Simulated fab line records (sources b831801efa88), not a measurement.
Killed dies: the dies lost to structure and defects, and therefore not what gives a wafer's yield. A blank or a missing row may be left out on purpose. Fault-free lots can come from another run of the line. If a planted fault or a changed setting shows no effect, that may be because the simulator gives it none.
Chamber matching -- flow gf180mcu -- GF_MIM_CVD_05 on pecvd-03: 3 sister chambers
The step deposits Si3N4, target thk 42 nm, time 29.086 s. 3 wafers are shown with their chamber, then 7 later ones without.

== WAFERS WITH THEIR CHAMBER ==
wafer,chamber,heater power w (W)
L581.5,1,574
L584.4,2,564
L586.4,0,596

== WAFERS WITHOUT THEIR CHAMBER ==
wafer,heater power w (W)
L586.6,567
L593.1,677
L593.5,629
L593.6,564
L595.1,545
L595.5,692
L595.6,546

== CHAMBER TAKEN BY EACH ==
wafer,from the rows above,in truth
L586.6,can't be placed: 2 or 1 or 0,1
L593.1,can't be placed: 0 or 1 or 2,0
L593.5,can't be placed: 0 or 1 or 2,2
L593.6,can't be placed: 2 or 1 or 0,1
L595.1,can't be placed: 2 or 1 or 0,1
L595.5,can't be placed: 0 or 1 or 2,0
L595.6,can't be placed: 2 or 1 or 0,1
Correctly placed: 0 of 7. From these rows, 7 cannot be placed; in 7 the true chamber is one of the candidates. Placed wrongly: 0.
How it was worked out, from the rows above alone: a wafer's distance from a chamber is the root of the sum, over the readings, of the square of ((its reading less the chamber's mean) divided by the reading's scatter). The wafer belongs to the nearest chamber; if the next one is less than 2 further off, it can't be placed. For every chamber, the mean is computed from those of its wafers that are shown. The scatter (one wafer shown for each chamber): square how far every hidden wafer sits from the nearest shown wafer, average those squares and take the square root.
